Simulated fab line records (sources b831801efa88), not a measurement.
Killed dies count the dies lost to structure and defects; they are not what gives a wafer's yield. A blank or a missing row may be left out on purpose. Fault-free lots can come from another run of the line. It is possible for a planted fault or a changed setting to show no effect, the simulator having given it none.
Which tool did it? ; flow sky130 ; 12 lots with 36 wafers sampled at 5 steps, on a route of 708 steps

WHAT THE GAUGES READ, wafer by wafer
SKY_SD_P_OVL_MEAS_08. Usual: SD_P_OVL 0.8 nm, standard deviation 1.6.
lot;measured;on;SD_P_OVL (nm);flag
L556;day 25 19:26;overlay-01;0.6 -2.8 -0.1;
L558;day 26 16:12;overlay-01;1.2 -0.9 1.6;
L559;day 27 02:19;overlay-01;2.6 0.2 1.7;
L561;day 28 01:58;overlay-02;1.0 -1.0 0.9;
L563;day 28 12:43;overlay-02;2.3 2.7 2.5;
L566;day 29 23:09;overlay-01;0.1 -0.1 0.0;
L567;day 30 07:22;overlay-01;1.7 -0.5 0.7;
L568;day 30 08:50;overlay-01;0.2 -0.6 -1.5;
L572;day 31 15:28;overlay-01;2.2 1.2 2.3;
L571;day 31 17:15;overlay-02;0.0 2.6 0.7;
L575;day 32 08:16;overlay-01;-1.7 -3.3 -2.6;
L578;day 33 07:51;overlay-02;-1.4 0.1 0.3;

SKY_SD_N_TW_MEAS_12. Usual: SD_N_TW 3969, standard deviation 43.
lot;measured;on;SD_N_TW;flag
L556;day 28 06:14;film metro-03;3941 3918 3923;
L558;day 29 02:32;film metro-02;4033 4034 4046;
L559;day 29 12:27;film metro-02;4035 4052 4059;
L561;day 30 10:35;film metro-03;3915 3913 3939;
L563;day 30 21:21;film metro-01;4014 3994 4007;
L566;day 32 08:12;film metro-03;3940 3955 3930;
L567;day 32 14:49;film metro-03;3950 3936 3948;
L568;day 32 16:05;film metro-02;4042 4053 4028;
L572;day 33 22:26;film metro-03;3915 3930 3914;
L571;day 33 23:00;film metro-03;3906 3920 3916;
L575;day 34 14:09;film metro-01;3967 3975 3987;
L578;day 35 13:17;film metro-01;3987 4000 3986;

WHAT TOOL EACH LOT RAN ON (gives the tool, then ch and the chambers of the sampled wafers, and finally the start)
lot;SKY_POLY_CUT_ETCH_10;SKY_RES_XHIGH_COAT_02;SKY_RES_XHIGH_STRIP_08
L556;rie diel-04 ch 0,1,3, day 24 14:17;litho track-04 ch 0, day 26 09:32;plasma asher-03 ch 0,1, day 27 00:59
L558;rie diel-03 ch 1,3, day 25 10:02;litho track-01 ch 0, day 27 06:43;plasma asher-04 ch 0,1, day 27 21:11
L559;rie diel-03 ch 1,2,3, day 25 20:26;litho track-01 ch 0, day 27 16:37;plasma asher-04 ch 0,1, day 28 07:20
L561;rie diel-03 ch 0,3, day 26 21:38;litho track-01 ch 0, day 28 16:02;plasma asher-03 ch 1, day 29 06:26
L563;rie diel-03 ch 2,3, day 27 07:33;litho track-01 ch 0, day 29 02:58;plasma asher-02 ch 0,1, day 29 16:53
L566;rie diel-01 ch 2,3, day 28 18:54;litho track-02 ch 0, day 30 14:07;plasma asher-03 ch 0,1, day 31 04:10
L567;rie diel-01 ch 0,1,3, day 29 03:47;litho track-01 ch 0, day 30 21:05;plasma asher-02 ch 0,1, day 31 11:01
L568;rie diel-01 ch 0,2, day 29 04:44;litho track-01 ch 0, day 30 22:29;plasma asher-04 ch 0,1, day 31 12:38
L572;rie diel-03 ch 1,2,3, day 30 11:48;litho track-02 ch 0, day 32 04:33;plasma asher-02 ch 0,1, day 32 18:40
L571;rie diel-01 ch 0,1,2, day 30 13:51;litho track-02 ch 0, day 32 06:25;plasma asher-02 ch 0,1, day 32 20:13
L575;rie diel-03 ch 0,1,3, day 31 04:47;litho track-02 ch 0, day 32 22:07;plasma asher-04 ch 0,1, day 33 11:55
L578;rie diel-03 ch 0,1,3, day 32 04:21;litho track-01 ch 0, day 33 21:19;plasma asher-02 ch 1, day 34 10:17
- SKY_POLY_CUT_ETCH_10: etches BARC in N2/H2, stops on SiO2, time 45.9 s, target depth 60 nm.
- SKY_RES_XHIGH_COAT_02: resist thk 1140 nm.
- SKY_RES_XHIGH_STRIP_08: strips in O2/N2.

WHAT THE TOOLS THEMSELVES READ (means of the sampled wafers that have a number; where no wafer has one, the mark that the record gives instead)
SKY_POLY_CUT_ETCH_10. Usual: drypump motor current A 5.5 A, standard deviation 0.38; oes product au 0.854 a.u., standard deviation 0.0042; throttle valve pct 13.225 %, standard deviation 0.009.
lot;tool;drypump motor current A (A);oes product au (a.u.);throttle valve pct (%);flag
L556;rie diel-04;5.3;0.852;13.221;
L558;rie diel-03;5.4;0.853;13.234;
L559;rie diel-03;5.3;0.852;13.222;
L561;rie diel-03;5.6;0.855;13.228;
L563;rie diel-03;5.2;0.854;13.217;
L566;rie diel-01;6.0;0.854;13.222;
L567;rie diel-01;5.5;0.851;13.232;
L568;rie diel-01;6.0;0.858;13.221;
L572;rie diel-03;5.3;0.851;13.230;
L571;rie diel-01;5.9;0.853;13.222;
L575;rie diel-03;5.6;0.852;13.217;
L578;rie diel-03;5.6;0.854;13.220;

SKY_RES_XHIGH_COAT_02. Usual: spin speed rpm at 2999.7 rpm, with a standard deviation of 2.3.
lot;tool;spin speed rpm (rpm);flag
L556;litho track-04;3000.3;
L558;litho track-01;3001.1;
L559;litho track-01;2999.2;
L561;litho track-01;2998.7;
L563;litho track-01;2999.9;
L566;litho track-02;3000.3;
L567;litho track-01;2438.6;OFF
L568;litho track-01;2433.9;OFF
L572;litho track-02;2996.7;
L571;litho track-02;3001.3;
L575;litho track-02;2997.9;
L578;litho track-01;2998.0;

SKY_RES_XHIGH_STRIP_08. Usual: drypump motor current A 5.7 A, standard deviation 0.46; o2 flow sccm 3001 sccm, standard deviation 9; oes product au 0.712 a.u., standard deviation 0.0044; strip time to endpoint s 14.25 s, standard deviation 0.039.
lot;tool;drypump motor current A (A);o2 flow sccm (sccm);oes product au (a.u.);strip time to endpoint s (s);flag
L556;plasma asher-03;6.0;2993;0.712;14.27;
L558;plasma asher-04;6.0;3003;0.711;14.33;
L559;plasma asher-04;6.0;3011;0.713;14.22;
L561;plasma asher-03;5.9;2991;0.710;14.25;
L563;plasma asher-02;5.2;3014;0.706;14.27;
L566;plasma asher-03;6.0;2999;0.710;14.24;
L567;plasma asher-02;5.2;3000;0.715;15.62;OFF
L568;plasma asher-04;6.0;3001;0.716;15.60;OFF
L572;plasma asher-02;5.1;2989;0.712;14.22;
L571;plasma asher-02;5.2;3001;0.713;14.22;
L575;plasma asher-04;6.0;2999;0.709;14.25;
L578;plasma asher-02;5.2;3000;0.711;14.29;

THE ANSWER, worked out from the rows above alone
Rule: a lot is off if the mean of its wafers that have a number lies more than 3 standard deviations from the usual mean. Also off: a lot with no number at a reading for which 4 or more lots have one. Any other lot the step has rows for is counted as sound. Order of review: gauges by route order, followed by the tools' own readings, for which a lot's mean as printed above is used. The first step at which some lot is off is used, and at that step the reading that is off furthest; a lot without a number counts as furthest.
Off: L567, L568, at SKY_RES_XHIGH_COAT_02 (spin speed rpm).
A tool fits if, at that step or a process step before it, it ran every lot that is off, and no sound lot after the first of them. Not one of the candidates tried fits.

WHAT HAD BEEN PUT IN BY THE SIMULATOR
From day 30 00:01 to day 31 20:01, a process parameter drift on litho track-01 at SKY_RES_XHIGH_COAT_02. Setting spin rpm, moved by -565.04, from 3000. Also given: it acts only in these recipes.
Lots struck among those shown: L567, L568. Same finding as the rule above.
